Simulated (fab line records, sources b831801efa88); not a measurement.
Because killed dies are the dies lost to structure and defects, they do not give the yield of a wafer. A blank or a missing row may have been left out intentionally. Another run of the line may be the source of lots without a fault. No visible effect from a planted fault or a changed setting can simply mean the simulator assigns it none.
Which tool is to blame? | flow sky130 | 11 lots, 33 wafers sampled, at 4 steps of a route of 708

WHAT THE GAUGES READ, wafer by wafer
SKY_VIA2_THK_MEAS_01. Usual: VIA2_HDPCVD_THK 1178 nm, standard deviation 10.
lot  | measured     | on            | VIA2_HDPCVD_THK (nm) | flag
L391 | day 34 21:14 | film metro-01 | 1179 1190 1188       |
L392 | day 35 01:17 | film metro-02 | 1176 1177 1170       |
L393 | day 35 14:49 | film metro-01 | 1175 1170 1193       |
L394 | day 35 18:30 | film metro-02 | 1170 1167 1183       |
L395 | day 36 02:13 | film metro-04 | 1188 1193 1187       |
L396 | day 36 10:52 | film metro-04 | 1176 1171 1179       |
L403 | day 39 17:00 | film metro-04 | 1166 1134 1163       |
L405 | day 39 20:44 | film metro-02 | 1160 1191 1170       |
L407 | day 40 06:01 | film metro-04 | 1182 1189 1181       |
L409 | day 40 11:31 | film metro-01 | 1174 1164 1183       |
L412 | day 41 18:49 | film metro-02 | 1181 1191 1190       |

WHAT TOOL EACH LOT RAN ON (gives the tool, then ch and the chambers of the sampled wafers, and finally the start)
lot  | SKY_VIA1_CVD_21               | SKY_METAL2_SPUTTER_01        | SKY_VIA2_HDPCVD_00
L391 | cvd w-02 ch 0,1, day 33 18:37 | pvd sputter-01, day 33 19:13 | hdpcvd-02 ch 0,1,2, day 34 21:07
L392 | cvd w-01 ch 0, day 33 21:21   | pvd sputter-03, day 33 22:02 | hdpcvd-02 ch 0,2, day 35 01:10
L393 | cvd w-02 ch 0,1, day 34 10:29 | pvd sputter-04, day 34 11:05 | hdpcvd-02 ch 0,1,2, day 35 14:41
L394 | cvd w-01 ch 0,1, day 34 14:20 | pvd sputter-01, day 34 14:56 | hdpcvd-01 ch 0,1,2, day 35 18:23
L395 | cvd w-02 ch 0,1, day 34 22:22 | pvd sputter-03, day 34 22:57 | hdpcvd-02 ch 0,1, day 36 02:05
L396 | cvd w-02 ch 0,1, day 35 06:13 | pvd sputter-01, day 35 06:48 | hdpcvd-01 ch 1,2, day 36 10:44
L403 | cvd w-02 ch 0,1, day 38 14:18 | pvd sputter-03, day 38 14:52 | hdpcvd-01 ch 0,1, day 39 16:52
L405 | cvd w-02 ch 0,1, day 38 18:19 | pvd sputter-03, day 38 18:52 | hdpcvd-02 ch 0,1,2, day 39 20:38
L407 | cvd w-02 ch 0,1, day 39 02:55 | pvd sputter-01, day 39 03:51 | hdpcvd-02 ch 1,2, day 40 05:52
L409 | cvd w-01 ch 0,1, day 39 07:53 | pvd sputter-03, day 39 08:27 | hdpcvd-02 ch 0,1,2, day 40 11:22
L412 | cvd w-02 ch 0,1, day 40 17:09 | pvd sputter-03, day 40 18:58 | hdpcvd-02 ch 0,2, day 41 18:38
- SKY_VIA1_CVD_21: deposits W, target thk 270 nm, time 80.902 s.
- SKY_METAL2_SPUTTER_01: material TiN, target thk 20 nm, time 16.7 s.
- SKY_VIA2_HDPCVD_00: deposits SiO2, target thk 1180 nm, time 196.7 s.

AS READ BY THE TOOLS THEMSELVES (means over the sampled wafers that have a number; for cases with no such wafer, the mark the record gives instead)
SKY_VIA1_CVD_21. Usual: heater power w reads 850 W (standard deviation 51).
lot  | tool     | heater power w (W) | flag
L391 | cvd w-02 | 850                |
L392 | cvd w-01 | 779                |
L393 | cvd w-02 | 848                |
L394 | cvd w-01 | 832                |
L395 | cvd w-02 | 846                |
L396 | cvd w-02 | 865                |
L403 | cvd w-02 | 867                |
L405 | cvd w-02 | 880                |
L407 | cvd w-02 | 861                |
L409 | cvd w-01 | 782                |
L412 | cvd w-02 | 881                |

SKY_METAL2_SPUTTER_01. Usual: throttle valve pct reads 29.6 % (standard deviation 0.77).
lot  | tool           | throttle valve pct (%) | flag
L391 | pvd sputter-01 | 29.0                   |
L392 | pvd sputter-03 | 30.0                   |
L393 | pvd sputter-04 | 30.3                   |
L394 | pvd sputter-01 | 29.4                   |
L395 | pvd sputter-03 | 29.8                   |
L396 | pvd sputter-01 | 29.6                   |
L403 | pvd sputter-03 | 29.8                   |
L405 | pvd sputter-03 | 29.5                   |
L407 | pvd sputter-01 | 29.4                   |
L409 | pvd sputter-03 | 29.1                   |
L412 | pvd sputter-03 | 29.8                   |

SKY_VIA2_HDPCVD_00. Usual: run length s reads 224.4 s (standard deviation 0.64).
lot  | tool      | run length s (s) | flag
L391 | hdpcvd-02 | 224.6            |
L392 | hdpcvd-02 | 224.9            |
L393 | hdpcvd-02 | 224.5            |
L394 | hdpcvd-01 | 224.5            |
L395 | hdpcvd-02 | 225.2            |
L396 | hdpcvd-01 | 223.8            |
L403 | hdpcvd-01 | 222.2            | OFF
L405 | hdpcvd-02 | 224.5            |
L407 | hdpcvd-02 | 224.0            |
L409 | hdpcvd-02 | 224.6            |
L412 | hdpcvd-02 | 224.7            |

THE ANSWER, worked out from the rows above alone
Rule: lot off if the mean of its wafers having a number is beyond 3 standard deviations from the usual mean. A lot without any number at a reading at which 4 lots or more have one is off too. Where the step has rows for the other lots, those lots are counted as sound. First the gauges in route order, then the tools' own readings, where a lot's mean is used as printed above. The first step at which some lot is off is used, and at that step the reading that is off furthest; a lot without a number counts as furthest.
Off: L403 (SKY_VIA2_HDPCVD_00, run length s).
A tool fits if, at that step or a process step before it, it ran every lot that is off, and no sound lot after the first of them. One fits: hdpcvd-01 at SKY_VIA2_HDPCVD_00. Its last sound lot is L396 (day 36 10:44), its first lot that is off L403 (day 39 16:52): a fault that began between those two fits.
On the lots that are off, the tool's own readings at SKY_VIA2_HDPCVD_00 differ by more than 5 times the standard deviation of the sound lots' means, which bears it out; run length s reads 222.2 s there versus 224.5 s on the sound lots.

WHAT HAD BEEN PUT IN BY THE SIMULATOR
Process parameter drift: hdpcvd-01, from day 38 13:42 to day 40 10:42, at SKY_VIA2_HDPCVD_00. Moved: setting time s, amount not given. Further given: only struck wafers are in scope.
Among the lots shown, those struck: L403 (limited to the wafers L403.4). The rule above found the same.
